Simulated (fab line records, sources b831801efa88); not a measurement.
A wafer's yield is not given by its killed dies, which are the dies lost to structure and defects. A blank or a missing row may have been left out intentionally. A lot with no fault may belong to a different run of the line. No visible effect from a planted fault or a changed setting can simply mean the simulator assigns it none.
Which tool was responsible? -- flow sky130 -- 11 lots with 33 wafers sampled at 4 steps, on a route of 708 steps

## WHAT THE GAUGES READ, wafer by wafer
SKY_VIA1_BOW_MEAS_03.
lot,measured,on,VIA1_BOW (um)
L317,day 33 19:59,film-metro-03,71 71 88
L320,day 33 22:44,film-metro-04,84 84 84
L323,day 35 16:34,film-metro-04,113 111 117
L324,day 35 16:58,film-metro-01,109 109 108
L326,day 35 18:04,film-metro-03,116 110 105
L330,day 38 03:34,film-metro-01,80 85 76
L332,day 38 05:17,film-metro-01,94 84 85
L333,day 38 09:10,film-metro-04,64 74 67
L335,day 39 13:56,film-metro-01,65 81 75
L337,day 39 17:35,film-metro-01,79 85 85
L338,day 39 21:04,film-metro-04,70 78 75

## TOOL THAT RAN EACH LOT (tool first, then ch and the chambers of the sampled wafers, then the start)
lot,SKY_METAL1_SPUTTER_04,SKY_METAL1_DESCUM_17,SKY_VIA1_CMP_02
L317,"pvd-sputter-01, day 32 15:49","rie-metal-04 ch 0, day 33 18:31","cmp-01 ch 2,3, day 33 19:40"
L320,"pvd-sputter-01, day 32 19:05","rie-metal-02 ch 0, day 33 21:17","cmp-02 ch 1,2,3, day 33 22:25"
L323,"pvd-sputter-01, day 34 12:47","rie-metal-02 ch 0,1, day 35 15:08","cmp-01 ch 0,2,3, day 35 16:25"
L324,"pvd-sputter-04, day 34 13:06","rie-metal-04 ch 0,1, day 35 15:43","cmp-01 ch 0,2, day 35 16:40"
L326,"pvd-sputter-01, day 34 14:32","rie-metal-01 ch 0,1, day 35 16:44","cmp-01 ch 1,2,3, day 35 17:52"
L330,"pvd-sputter-04, day 36 23:51","rie-metal-04 ch 0,1, day 38 01:56","cmp-01 ch 1,2,3, day 38 03:16"
L332,"pvd-sputter-04, day 37 01:55","rie-metal-02 ch 0,1, day 38 03:54","cmp-02 ch 0,1,3, day 38 05:02"
L333,"pvd-sputter-01, day 37 05:58","rie-metal-04 ch 0,1, day 38 07:50","cmp-02 ch 0,1,2, day 38 08:57"
L335,"pvd-sputter-02, day 38 11:23","rie-metal-04 ch 0, day 39 12:41","cmp-01 ch 2,3, day 39 13:41"
L337,"pvd-sputter-01, day 38 15:17","rie-metal-02 ch 0,1, day 39 16:09","cmp-01 ch 0,2, day 39 17:19"
L338,"pvd-sputter-02, day 38 18:38","rie-metal-02 ch 0,1, day 39 19:47","cmp-01 ch 1,2,3, day 39 20:44"
- SKY_METAL1_SPUTTER_04: material TiN, target thk 70 nm, time 58.3 s.
- SKY_METAL1_DESCUM_17: chemistry O2, time 8 s.
- SKY_VIA1_CMP_02: polishes SiO2.

## WHAT THE TOOLS THEMSELVES READ (means of the sampled wafers that have a number; where no wafer has one, the mark that the record gives instead)
SKY_METAL1_SPUTTER_04.
lot,tool,throttle-valve-pct (%)
L317,pvd-sputter-01,30.0
L320,pvd-sputter-01,29.6
L323,pvd-sputter-01,28.8
L324,pvd-sputter-04,29.5
L326,pvd-sputter-01,31.5
L330,pvd-sputter-04,29.3
L332,pvd-sputter-04,29.9
L333,pvd-sputter-01,30.9
L335,pvd-sputter-02,30.8
L337,pvd-sputter-01,29.1
L338,pvd-sputter-02,30.4

SKY_METAL1_DESCUM_17.
lot,tool,drypump-motor-current-A (A),oes-product-au (a.u.)
L317,rie-metal-04,5.3,1.006
L320,rie-metal-02,6.8,0.988
L323,rie-metal-02,6.1,1.001
L324,rie-metal-04,5.8,0.985
L326,rie-metal-01,5.8,1.006
L330,rie-metal-04,5.6,0.988
L332,rie-metal-02,6.5,0.998
L333,rie-metal-04,5.6,0.977
L335,rie-metal-04,5.3,0.988
L337,rie-metal-02,6.4,0.999
L338,rie-metal-02,6.1,0.997

SKY_VIA1_CMP_02.
lot,tool,edge-zone-pressure-frac,head-pressure-psi (psi),motor-current-A (A),platen-rpm (rpm),retaining-ring-pressure-frac,slurry-flow-ml-min
L317,cmp-01,1.000,3.995,12.7,59.99,1.004,149.7
L320,cmp-02,0.999,3.988,12.2,59.98,1.002,150.4
L323,cmp-01,-,-,-,-,-,-
L324,cmp-01,-,-,-,-,-,-
L326,cmp-01,-,-,-,-,-,-
L330,cmp-01,1.006,4.000,13.1,60.00,1.006,150.0
L332,cmp-02,1.002,4.004,11.9,60.02,0.998,149.8
L333,cmp-02,1.000,3.996,12.4,60.02,0.999,150.1
L335,cmp-01,1.003,3.993,13.5,59.98,0.998,150.0
L337,cmp-01,1.000,4.000,13.5,59.99,0.995,149.6
L338,cmp-01,0.995,4.009,12.3,59.99,1.004,149.5

## THE ANSWER, worked out from the rows above alone
Rule: what is usual is taken from the lots themselves. Put in order of their means at a reading, lots are off if they are a third of the lots or fewer, leave a main group of 4 or more, and stand apart from it by a gap of 3 or more times the standard deviation of the main group's means; of several such gaps the widest counts. A main group is skipped when, at the precision printed for the reading in the tables above, its means are all equal. A lot without any number at a reading at which 4 lots or more have one is off too. Where the step has rows for the other lots, those lots are counted as sound. First the gauges in route order, then the tools' own readings, where a lot's mean is used as printed above. At the first step where some lot is off, the reading lying furthest off is the one used; lots without a number count as furthest.
Off: at SKY_VIA1_BOW_MEAS_03 (VIA1_BOW), L323, L324, L326. The main group: mean 78 um, standard deviation 6.
A tool fits if, at a process step before that reading, it ran every lot that is off, and no sound lot after the first of them. The gauges at SKY_VIA1_BOW_MEAS_03 aren't tried: what is off there is off at SKY_VIA1_CMP_02 too, on other tools, and a gauge's error can't cause that. Of those tried, none fits.

## WHAT WAS PUT IN BY THE SIMULATOR
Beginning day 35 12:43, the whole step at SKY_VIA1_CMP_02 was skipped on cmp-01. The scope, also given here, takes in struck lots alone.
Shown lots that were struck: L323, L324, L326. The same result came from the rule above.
